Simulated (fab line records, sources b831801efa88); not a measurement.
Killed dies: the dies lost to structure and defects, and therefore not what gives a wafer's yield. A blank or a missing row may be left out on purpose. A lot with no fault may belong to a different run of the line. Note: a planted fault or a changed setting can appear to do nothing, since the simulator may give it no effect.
fab line records	flow sky130
record lots=12	wafers=36	lastDay=50
route steps=708 shown FIELD_ISO@18 VT_ADJUST_HVTP@96 CONTACT@423 METAL1@436
lots that met no fault: from a run of the same line without faults
startH: the number of hours between the record's first day and the start of the first shown wafer of the lot	waitH: hours elapsed since this lot's preceding step	" unchanged from the row above	L1.1+2: a single row standing in for several wafers	- either no value or no given start	* or withheld: withheld	< > ~ a bound
route shown NAME@n: names a module that has steps shown in the file, with the first one's number in the route	usual: mean/standard deviation of fault-free wafers	same: alike in all rows	chamber/n: place in a boat	sites: each site's reading	_std_site: the values' standard deviation	_edge_site: the outer-site mean with the inner-site mean subtracted	radiusMm: for every site, how far away it sits from the centre of the wafer	mask NAME#n: copy n	behind: tool/chamber where the wafer was last shaped	hold: why the lot went on hold/how many hours it stayed there/how the hold came to an end	device: which transistor (n, p or np) failed to switch	end of line: tests run on the same wafers once the route is complete	where a step has no rows: the recipe by itself	killed: the dies lost at the first sort to structure and to defects; this is not the yield of the wafer	map: shows each die of a wafer: x if killed, . if not, _ if none is there
set.NAME: the setting that was run; set.NAME@STEP: the one run at that earlier step	model.NAME: the simulator's own value behind a step, which no gauge read
a sample of lots followed through the steps of the route, with each step as a table and each wafer as a row
services: the hour from which a tool's chamber was out of use, counted from the record's first day as startH (under 0 if before that day), plus the number of hours and why
## steps
# step SKY_FIELD_ISO_ETCH_17
# recipe targetDepthA=3420	maskMaterial=Si3N4	chemistry=HBr/Cl2/O2	target=Si	taperDeg=5	icpW=600	biasW=150	pressureMtorr=15	HBr_flow_sccm=150	Cl2_flow_sccm=40	O2_flow_sccm=6	timeS=97.7
# usual HBr_flow_sccm=150.0/0.43	biasW=150.1/0.45	drypumpMotorCurrentA=5.8/0.49	oesProductAu=0.996/0.0085	rfFwdPowerW=595.4/2.2	throttleValvePct=25.660/0.011
lot.wafer	tool	chamber	startH	waitH	HBr_flow_sccm	biasW	drypumpMotorCurrentA	oesProductAu	rfFwdPowerW	rfHoursCounterH	throttleValvePct
L722.2	rieSi-02	2	41.03	0.1	149.8	149.3	5.6	1.015	591.3	157	25.655
L722.3	"	3	"	"	150.2	149.6	6.1	0.999	593.1	109	25.639
L722.4	"	1	"	"	149.3	150.3	6.6	0.988	598.8	138	25.668
L723.1	rieSi-01	2	45.09	0.1	150.2	150.0	5.8	0.997	593.9	156	25.664
L723.3	"	0	"	"	149.9	149.7	6.3	1.000	595.4	95	25.662
L723.6	"	0	"	"	149.8	149.8	6.3	0.998	594.0	-	25.676
L725.2	rieSi-01	3	54.59	0.1	149.8	151.0	4.8	1.000	594.3	93	25.660
L725.4	"	1	"	"	149.4	150.1	5.9	0.983	594.2	-	25.671
L725.5	"	3	"	"	150.2	151.0	4.8	0.990	595.7	-	25.651
L727.2	rieSi-02	0	64.31	0.1	149.6	150.1	5.7	0.994	597.2	6	25.676
L727.3	"	3	"	"	149.7	149.8	6.1	1.010	591.0	110	25.640
L727.6	"	1	"	"	150.9	149.5	6.5	0.998	597.1	-	25.649
L728.2	rieSi-01	3	73.62	0.1	150.2	149.8	4.8	0.987	596.9	93	25.661
L728.3	"	2	"	"	150.2	150.0	5.8	1.010	595.9	0	25.642
L728.4	"	0	"	"	150.0	150.9	6.3	0.998	595.6	95	25.667
L729.2	rieSi-02	0	77.04	0.1	149.3	150.1	5.7	0.987	594.0	6	25.656
L729.3	"	2	"	"	150.5	149.9	5.6	0.995	595.9	0	25.666
L729.5	"	0	"	"	150.0	150.6	5.7	0.994	595.0	-	25.661
L733.2	rieSi-01	2	98.29	0.1	149.3	149.7	5.8	0.996	594.8	0	25.670
L733.3	"	0	"	"	150.9	150.1	6.3	1.000	594.4	95	25.653
L733.5	"	1	"	"	150.7	150.0	5.9	0.987	595.6	-	25.675
L735.2	rieSi-01	1	110.24	0.1	149.8	156.3	5.9	0.986	595.1	33	25.671
L735.5	"	3	"	"	149.7	155.8	4.8	0.998	595.3	-	25.673
L735.6	"	2	"	"	149.5	155.1	5.8	1.001	597.5	-	25.650
L737.1	rieSi-01	3	119.69	0.1	150.4	155.8	4.8	0.995	594.6	93	25.664
L737.3	"	2	"	"	150.7	155.6	5.8	1.001	595.1	1	25.663
L737.4	"	1	"	"	150.1	155.8	5.9	0.982	595.0	33	25.680
L739.3	rieSi-02	3	131.69	0.0	150.1	150.8	6.1	1.003	593.2	110	25.673
L739.4	"	3	"	"	149.9	150.5	6.1	1.004	593.2	-	25.648
L739.5	"	2	"	"	149.9	150.0	5.6	0.999	592.6	-	25.661
L740.1	rieSi-02	2	136.03	0.1	150.9	150.1	5.6	0.995	594.4	1	25.667
L740.2	"	3	"	"	150.4	149.6	6.1	1.009	593.4	110	25.650
L740.6	"	3	"	"	150.2	149.8	6.1	1.006	595.0	-	25.656
L741.1	rieSi-02	0	137.99	0.1	149.9	150.9	5.7	0.989	598.5	7	25.647
L741.2	"	2	"	"	149.4	149.6	5.6	0.982	592.5	1	25.665
L741.4	"	3	"	"	149.5	150.5	6.1	1.010	593.3	-	25.658
# step SKY_VT_ADJUST_HVTP_TW_MEAS_11
# usual VT_ADJUST_HVTP_TW=1368/24
lot.wafer	tool	chamber	startH	waitH	VT_ADJUST_HVTP_TW
L722.2	filmMetro-01	-	132.81	0.1	1363
L722.3	"	-	"	"	1359
L722.4	"	-	"	"	1360
L723.1	filmMetro-02	-	136.15	0.1	1406
L723.3	"	-	"	"	1410
L723.6	"	-	"	"	1405
L725.2	filmMetro-03	-	160.28	0.1	1343
L725.4	"	-	"	"	1347
L725.5	"	-	"	"	1345
L727.2	filmMetro-02	-	168.93	0.1	1391
L727.3	"	-	"	"	1393
L727.6	"	-	"	"	1398
L728.2	filmMetro-03	-	180.16	0.1	1350
L728.3	"	-	"	"	1344
L728.4	"	-	"	"	1340
L729.2	filmMetro-01	-	186.83	0.1	1354
L729.3	"	-	"	"	1353
L729.5	"	-	"	"	1354
L733.2	filmMetro-02	-	215.56	0.1	1383
L733.3	"	-	"	"	1394
L733.5	"	-	"	"	1399
L735.2	filmMetro-03	-	224.65	0.1	1350
L735.5	"	-	"	"	1347
L735.6	"	-	"	"	1351
L737.1	filmMetro-02	-	229.12	0.1	1411
L737.3	"	-	"	"	1401
L737.4	"	-	"	"	1403
L739.3	filmMetro-01	-	244.07	0.1	1345
L739.4	"	-	"	"	1345
L739.5	"	-	"	"	1342
L740.1	filmMetro-02	-	250.42	0.1	1389
L740.2	"	-	"	"	1397
L740.6	"	-	"	"	1395
L741.1	filmMetro-01	-	250.72	0.1	1340
L741.2	"	-	"	"	1341
L741.4	"	-	"	"	1339
# step SKY_CONTACT_ETCH_17
# recipe target=SiO2	chemistry=C4F8/O2/Ar	stopOn=Si3N4	maskMaterial=KrF-thick	sourceW=1500	biasW=1200	pressureMtorr=40	c4f8FlowSccm=withheld	O2_flow_sccm=6	Ar_flow_sccm=300	timeS=withheld	targetDepthA=3400
# usual biasW=1200/3.4	oesProductAu=0.893/0.0048	rfFwdPowerW=1487/6.7
lot.wafer	tool	chamber	startH	waitH	biasW	oesProductAu	rfFwdPowerW
L722.2	rieDiel-03	3	745.37	0.0	1198	0.891	1490
L722.3	"	1	"	"	1201	0.889	1485
L722.4	"	0	"	"	1199	0.895	1478
L723.1	rieDiel-02	1	748.99	0.0	1196	0.894	1487
L723.3	"	0	"	"	1204	0.879	1489
L723.6	"	1	"	"	1201	0.888	1499
L725.2	rieDiel-02	1	780.62	0.0	1205	0.897	1492
L725.4	"	0	"	"	1194	0.892	1494
L725.5	"	2	"	"	1202	0.892	1495
L727.2	rieDiel-02	0	791.97	0.0	1205	0.897	1485
L727.3	"	2	"	"	1197	0.888	1491
L727.6	"	0	"	"	1201	0.901	1491
L728.2	rieDiel-04	1	806.16	0.0	1202	0.888	1490
L728.3	"	2	"	"	1197	0.892	1475
L728.4	"	3	"	"	1200	0.894	1470
L729.2	rieDiel-04	1	809.97	0.0	1198	0.889	1482
L729.3	"	3	"	"	1203	0.891	1484
L729.5	"	3	"	"	1201	0.894	1480
L733.2	rieDiel-02	3	846.06	0.0	1196	0.893	1491
L733.3	"	0	"	"	1200	0.897	1478
L733.5	"	1	"	"	1195	0.895	1500
L735.2	rieDiel-03	2	859.94	0.0	1195	0.897	1489
L735.5	"	1	"	"	1194	0.902	1490
L735.6	"	2	"	"	1197	0.898	1484
L737.1	rieDiel-02	2	862.42	0.0	1207	0.899	1491
L737.3	"	1	"	"	1199	0.896	1496
L737.4	"	0	"	"	1194	0.891	1488
L739.3	rieDiel-02	2	878.41	0.0	1196	0.892	1483
L739.4	"	3	"	"	1201	0.888	1489
L739.5	"	2	"	"	1196	0.896	1487
L740.1	rieDiel-04	1	888.02	0.0	1197	0.898	1483
L740.2	"	2	"	"	1201	0.898	1482
L740.6	"	2	"	"	1198	0.888	1477
L741.1	rieDiel-02	3	892.30	0.0	1201	0.890	1490
L741.2	"	1	"	"	1201	0.892	1494
L741.4	"	2	"	"	1198	0.888	1482
# step SKY_METAL1_SPUTTER_02
# recipe material=AlCu	targetThkNm=250	powerW=10600	timeS=13.3	chamberPressurePa=0.4
# usual chamberPressurePa=0.4001/0.00085	throttleValvePct=29.3/0.94
lot.wafer	tool	chamber	startH	waitH	chamberPressurePa	throttleValvePct
L722.2	pvdSputter-01	-	746.87	0.0	0.3999	30.6
L722.3	"	-	"	"	0.4008	30.5
L722.4	"	-	"	"	0.4008	28.7
L723.1	pvdSputter-03	-	750.41	0.0	0.3999	28.6
L723.3	"	-	"	"	0.3996	28.2
L723.6	"	-	"	"	0.4002	28.1
L725.2	pvdSputter-04	-	782.03	0.0	0.3991	30.1
L725.4	"	-	"	"	0.4013	30.1
L725.5	"	-	"	"	0.3994	30.1
L727.2	pvdSputter-01	-	793.35	0.0	0.3989	30.5
L727.3	"	-	"	"	0.4000	29.8
L727.6	"	-	"	"	0.4003	29.3
L728.2	pvdSputter-01	-	807.54	0.0	0.4012	30.3
L728.3	"	-	"	"	0.4001	29.4
L728.4	"	-	"	"	0.4009	28.6
L729.2	pvdSputter-03	-	811.74	0.0	0.4000	28.3
L729.3	"	-	"	"	0.3995	30.1
L729.5	"	-	"	"	0.4004	28.4
L733.2	pvdSputter-04	-	847.44	0.0	0.4003	30.3
L733.3	"	-	"	"	0.4002	27.9
L733.5	"	-	"	"	0.3999	27.9
L735.2	pvdSputter-04	-	861.33	0.0	0.4014	29.7
L735.5	"	-	"	"	0.4011	29.8
L735.6	"	-	"	"	0.3996	30.0
L737.1	pvdSputter-04	-	863.84	0.0	0.4001	30.2
L737.3	"	-	"	"	0.4012	28.1
L737.4	"	-	"	"	0.4009	29.8
L739.3	pvdSputter-04	-	879.79	0.0	0.4001	27.8
L739.4	"	-	"	"	0.4002	29.7
L739.5	"	-	"	"	0.3993	30.4
L740.1	pvdSputter-03	-	889.41	0.0	0.3993	28.4
L740.2	"	-	"	"	0.4009	28.6
L740.6	"	-	"	"	0.4012	28.3
L741.1	pvdSputter-04	-	893.68	0.0	0.3996	27.7
L741.2	"	-	"	"	0.4009	30.1
L741.4	"	-	"	"	0.3972	29.7
## services
tool	chamber	startH	hours	kind
rieSi-02	0	17.52	1.5	repair
rieDiel-02	-	28.17	9.7	repair
rieSi-01	-	88.37	2.1	repair
rieSi-02	2	120.80	0.9	repair
rieSi-01	-	122.31	19.5	repair
rieDiel-02	0	195.58	15.9	repair
rieDiel-02	1	212.52	1.3	repair
rieDiel-02	1	226.78	19.0	repair
rieDiel-02	-	233.89	14.6	pm
rieDiel-02	0	264.81	118.0	repair
rieDiel-02	2	273.08	5.7	repair
rieDiel-02	2	349.57	12.3	repair
rieDiel-02	2	374.76	8.0	repair
rieDiel-02	0	383.35	13.7	repair
rieDiel-02	1	385.54	2.7	repair
rieDiel-02	3	407.98	3.7	repair
rieDiel-02	3	462.29	6.4	repair
rieDiel-02	0	531.18	7.0	repair
rieDiel-02	1	542.41	3.3	repair
rieDiel-02	3	554.44	8.7	repair
rieDiel-02	3	582.88	3.7	repair
rieDiel-02	0	675.93	15.2	repair
rieDiel-02	0	745.58	2.7	repair
rieDiel-02	-	745.63	2.8	pm
## key
firstSign step=SKY_FIELD_ISO_ETCH_17	reading=biasW	direction=up	sigmas=13	usual=150.1	struck=155.7
effect none on later readings
metAt SKY_FIELD_ISO_ETCH_17
struckLots L735,L737
testerLeftOut L735,L737
notActingAt SKY_VT_ADJUST_HVTP_TW_MEAS_11,SKY_CONTACT_ETCH_17,SKY_METAL1_SPUTTER_02
onsetBetween 98.29 110.24
fault kind=processParameterDrift	tool=rieSi-01	chamber=-	onsetH=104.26	steps=SKY_FIELD_ISO_ETCH_17	channel=biasW	offset=5.4832	shape=step	endH=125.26	actsIn=theseRecipesOnly	stated=150
# testerLeftOut: of these lots the tester's yield and bins aren't shown, on N5 and GAA mostly nor the transistor test; their killed dies are dies lost to structure and defects alone, not to doping, threshold or leakage, so they don't give the yield
